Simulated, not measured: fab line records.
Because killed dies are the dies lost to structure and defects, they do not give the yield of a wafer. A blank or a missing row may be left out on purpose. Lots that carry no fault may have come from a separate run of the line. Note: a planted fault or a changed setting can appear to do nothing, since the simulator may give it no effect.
What tool caused it?	flow sky130	42 wafers from 15 lots sampled at 4 of the route's 708 steps

WHAT THE GAUGES SHOWED, per wafer
SKY_SONOS_TUNNEL_CD_MEAS_07: target cd 410 nm. Usual: 410.5 nm for cdNm, sd 2.3.
lot	measured	on	cdNm (nm)	flag
L832	day 12 01:26	cdSem-02	408.8 409.1 409.8	
L833	day 12 12:48	cdSem-02	409.7 410.8 410.5	
L834	day 12 19:37	cdSem-02	413.9 412.3 413.2	
L835	day 12 23:08	cdSem-02	413.1 413.2 410.1	
L838	day 13 20:59	cdSem-01	411.6 411.5 411.9	
L839	day 14 06:27	cdSem-02	405.8 405.0 406.9	
L840	day 14 14:58	cdSem-01	409.3 410.0 411.0	
L841	day 14 21:21	cdSem-02	408.6 410.1 408.7	
L842	day 15 09:28	cdSem-02	411.5 410.4 411.1	
L843	day 15 15:05	cdSem-02	409.3 409.9 409.1	
L844	day 15 21:53	cdSem-02	407.9 409.7	
L847	day 16 17:25	cdSem-02	410.3 410.1	
L849	day 17 06:35	cdSem-02	410.8 410.0	
L853	day 18 15:18	cdSem-01	411.6 413.4 410.9	
L854	day 19 01:08	cdSem-02	410.2 408.6 410.6	

SKY_POLY_GATE_THK_MEAS_04. Usual: POLY_GATE_CVD_03_THK typically reads 74.9 nm, with standard deviation 0.6.
lot	measured	on	POLY_GATE_CVD_03_THK (nm)	flag
L832	day 15 22:01	filmMetro-03	75.2 74.7 75.8	
L833	day 16 11:52	filmMetro-04	74.0 73.8 74.2	
L834	day 16 17:33	filmMetro-03	73.6 74.3 73.9	
L835	day 16 21:55	filmMetro-02	75.1 74.8 74.4	
L838	day 17 23:10	filmMetro-04	74.3 74.7 74.5	
L839	day 18 14:49	filmMetro-04	75.0 74.5 74.6	
L840	day 18 22:06	filmMetro-04	74.8 74.9 74.7	
L841	day 19 04:01	filmMetro-02	75.3 74.9 74.6	
L842	day 19 18:07	filmMetro-02	74.1 73.9 74.6	
L843	day 19 21:18	filmMetro-04	75.1 75.1 74.6	
L844	day 20 04:47	filmMetro-04	74.9 74.7	
L847	day 21 01:35	filmMetro-03	75.0 75.3	
L849	day 21 17:53	filmMetro-03	74.6 75.0	
L853	day 23 03:10	filmMetro-02	74.3 74.4 73.8	
L854	day 23 12:19	filmMetro-03	74.9 75.0 74.2	

SKY_LDD_N_OVL_MEAS_07. Usual: LDD_N_OVL typically reads -0.7 nm, with standard deviation 1.6.
lot	measured	on	LDD_N_OVL (nm)	flag
L832	day 18 10:11	overlay-02	-0.6 0.2 0.6	
L833	day 19 02:56	overlay-02	0.9 0.8 -0.4	
L834	day 19 05:47	overlay-02	1.1 0.8 -2.0	
L835	day 19 09:36	overlay-01	-3.2 -2.2 -1.6	
L838	day 20 14:42	overlay-02	-0.4 -0.4 -0.3	
L839	day 21 05:43	overlay-02	2.3 2.3 1.4	
L840	day 21 16:32	overlay-02	0.1 -2.2 0.0	
L841	day 21 21:26	overlay-01	2.8 2.2 2.9	
L842	day 22 09:23	overlay-02	-0.5 -0.3 -1.8	
L843	day 22 11:36	overlay-01	-2.0 -1.5 -2.2	
L844	day 22 19:37	overlay-01	-5.3 -4.3	
L847	day 23 15:30	overlay-01	0.7 1.6	
L849	day 24 08:03	overlay-01	-1.8 -2.3	
L853	day 25 15:14	overlay-02	-0.5 -0.7 -2.4	
L854	day 26 01:14	overlay-02	1.0 -0.5 1.5	

WHICH TOOL RAN EACH LOT (tool, then ch and the chambers of the sampled wafers, then the start)
lot	SKY_RES_PROTECT_SOFTBAKE_03
L832	lithoTrack-02 ch 0, day 15 06:37
L833	lithoTrack-04 ch 0, day 15 20:02
L834	lithoTrack-03 ch 0, day 16 02:15
L835	lithoTrack-04 ch 0, day 16 05:37
L838	lithoTrack-03 ch 0, day 17 06:49
L839	lithoTrack-02 ch 0, day 17 21:10
L840	lithoTrack-04 ch 0, day 18 03:50
L841	lithoTrack-04 ch 0, day 18 10:23
L842	lithoTrack-03 ch 0, day 19 00:15
L843	lithoTrack-03 ch 0, day 19 03:30
L844	lithoTrack-03 ch 0, day 19 11:00
L847	lithoTrack-03 ch 0, day 20 08:43
L849	lithoTrack-03 ch 0, day 20 23:25
L853	lithoTrack-02 ch 0, day 22 09:52
L854	lithoTrack-02 ch 0, day 22 19:19
- SKY_RES_PROTECT_SOFTBAKE_03: time 60 s.

WHAT THE TOOLS THEMSELVES READ (means of the sampled wafers that have a number; where no wafer has one, the mark that the record gives instead)
SKY_RES_PROTECT_SOFTBAKE_03. Usual: heaterPowerTotalW 56.59 W, standard deviation 0.047; plateTempC 89.99 C, standard deviation 0.11; resistLineTempC 23.02 C, standard deviation 0.1; runLengthS 89.1 s, standard deviation 0.34.
lot	tool	heaterPowerTotalW (W)	plateTempC (C)	resistLineTempC (C)	runLengthS (s)	flag
L832	lithoTrack-02	56.61	89.93	23.09	88.9	
L833	lithoTrack-04	56.53	89.97	23.08	89.5	
L834	lithoTrack-03	56.54	89.89	23.08	88.8	
L835	lithoTrack-04	56.63	90.04	22.97	89.4	
L838	lithoTrack-03	56.62	90.04	22.99	88.8	
L839	lithoTrack-02	56.58	89.90	22.94	89.0	
L840	lithoTrack-04	56.60	89.96	23.17	89.5	
L841	lithoTrack-04	56.58	90.00	22.82	89.5	
L842	lithoTrack-03	56.56	90.06	23.14	88.8	
L843	lithoTrack-03	56.55	90.06	23.03	88.8	
L844	lithoTrack-03	58.17	90.33	23.01	84.2	OFF
L847	lithoTrack-03	58.16	89.99	23.07	84.1	OFF
L849	lithoTrack-03	58.12	90.03	23.11	84.2	OFF
L853	lithoTrack-02	56.58	90.15	23.07	88.9	
L854	lithoTrack-02	56.53	89.98	22.91	88.9	

THE ANSWER, worked out from the rows above alone
Rule: a lot is off if the mean of its wafers that have a number lies more than 3 standard deviations from the usual mean. Also off: a lot with no number at a reading for which 4 or more lots have one. Where the step has rows for the other lots, those lots are counted as sound. The gauges are gone through in route order, then the tools' own readings, and for those a lot's mean is taken as printed above. At the first step where some lot is off, the reading lying furthest off is the one used; lots without a number count as furthest.
Off: L844, L847, L849, at SKY_RES_PROTECT_SOFTBAKE_03 (heaterPowerTotalW).
A tool fits if, at that step or a process step before it, it ran every lot that is off, and no sound lot after the first of them. One fits: lithoTrack-03 at SKY_RES_PROTECT_SOFTBAKE_03. Its last sound lot is L843 (day 19 03:30), its first lot that is off L844 (day 19 11:00): a fault that began between those two fits.
The tool's own readings at SKY_RES_PROTECT_SOFTBAKE_03 bear it out: on the lots that are off they differ by more than 5 times the standard deviation of the sound lots' means. heaterPowerTotalW reads 58.15 W there against 56.58 W on the sound lots; runLengthS reads 84.2 s there against 89.1 s on the sound lots.

WHAT THE SIMULATOR HAD INSERTED
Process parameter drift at SKY_RES_PROTECT_SOFTBAKE_03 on lithoTrack-03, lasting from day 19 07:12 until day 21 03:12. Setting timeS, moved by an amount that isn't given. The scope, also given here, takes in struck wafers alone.
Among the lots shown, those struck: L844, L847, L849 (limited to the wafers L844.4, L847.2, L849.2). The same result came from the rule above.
